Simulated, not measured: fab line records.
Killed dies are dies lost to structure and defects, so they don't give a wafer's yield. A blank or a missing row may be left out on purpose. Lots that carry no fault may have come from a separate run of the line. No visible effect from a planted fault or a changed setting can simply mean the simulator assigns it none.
Which of the tools did it? || flow gf180mcu || 7 lots, 20 wafers sampled, at 2 steps of a route of 602

## WHAT THE GAUGES READ, wafer by wafer
GF_STI_CD_MEAS_12: target cd 220 nm.
{"lot": "L880", "measured": "day 2 09:13", "on": "cd_sem-02", "cd_nm (nm)": "221.5 221.6 221.4"}
{"lot": "L883", "measured": "day 3 01:02", "on": "cd_sem-02", "cd_nm (nm)": "219.8 218.9 219.2"}
{"lot": "L887", "measured": "day 3 19:25", "on": "cd_sem-01", "cd_nm (nm)": "221.0 220.6 219.5"}
{"lot": "L890", "measured": "day 4 09:35", "on": "cd_sem-02", "cd_nm (nm)": "218.9 220.3 220.0"}
{"lot": "L893", "measured": "day 5 02:06", "on": "cd_sem-01", "cd_nm (nm)": "219.9 219.3 219.4"}
{"lot": "L897", "measured": "day 5 22:16", "on": "cd_sem-01", "cd_nm (nm)": "210.3 209.5"}
{"lot": "L901", "measured": "day 6 18:43", "on": "cd_sem-02", "cd_nm (nm)": "218.0 218.5 218.3"}

## WHICH TOOL RAN EACH LOT (tool, then ch and the chambers of the sampled wafers, then the start)
{"lot": "L880", "GF_STI_EXPOSE_09": "krf_scanner-01 ch 0, day 2 03:41"}
{"lot": "L883", "GF_STI_EXPOSE_09": "krf_scanner-02 ch 0, day 2 19:30"}
{"lot": "L887", "GF_STI_EXPOSE_09": "krf_scanner-01 ch 0, day 3 13:14"}
{"lot": "L890", "GF_STI_EXPOSE_09": "krf_scanner-02 ch 0, day 4 03:34"}
{"lot": "L893", "GF_STI_EXPOSE_09": "krf_scanner-01 ch 0, day 4 19:10"}
{"lot": "L897", "GF_STI_EXPOSE_09": "krf_scanner-01 ch 0, day 5 15:02"}
{"lot": "L901", "GF_STI_EXPOSE_09": "krf_scanner-02 ch 0, day 6 10:49"}
- GF_STI_EXPOSE_09: exposes mask COMP, target cd 220 nm.

## THE ANSWER, worked out from the rows above alone
Rule: what is usual is taken from the lots themselves. Put in order of their means at a reading, lots are off if they are a third of the lots or fewer, leave a main group of 4 or more, and stand apart from it by a gap of 3 or more times the standard deviation of the main group's means; of several such gaps the widest counts. The tables above print the reading to a certain number of digits; a main group whose means all agree to those digits is not used. A lot without any number at a reading at which 4 lots or more have one is off too. Any other lot the step has rows for is counted as sound.
Off, at GF_STI_CD_MEAS_12 on cd_nm: L897. Mean 219.8 nm and standard deviation 0.99 in the main group.
A tool fits if, at a process step before that reading, it ran every lot that is off, and no sound lot after the first of them. Those tools and the gauges at GF_STI_CD_MEAS_12 are tried in the same way. This does not decide it: 2 tools fit, namely krf_scanner-01 at GF_STI_EXPOSE_09 and cd_sem-01 at GF_STI_CD_MEAS_12.

## WHAT THE SIMULATOR HAD PUT IN
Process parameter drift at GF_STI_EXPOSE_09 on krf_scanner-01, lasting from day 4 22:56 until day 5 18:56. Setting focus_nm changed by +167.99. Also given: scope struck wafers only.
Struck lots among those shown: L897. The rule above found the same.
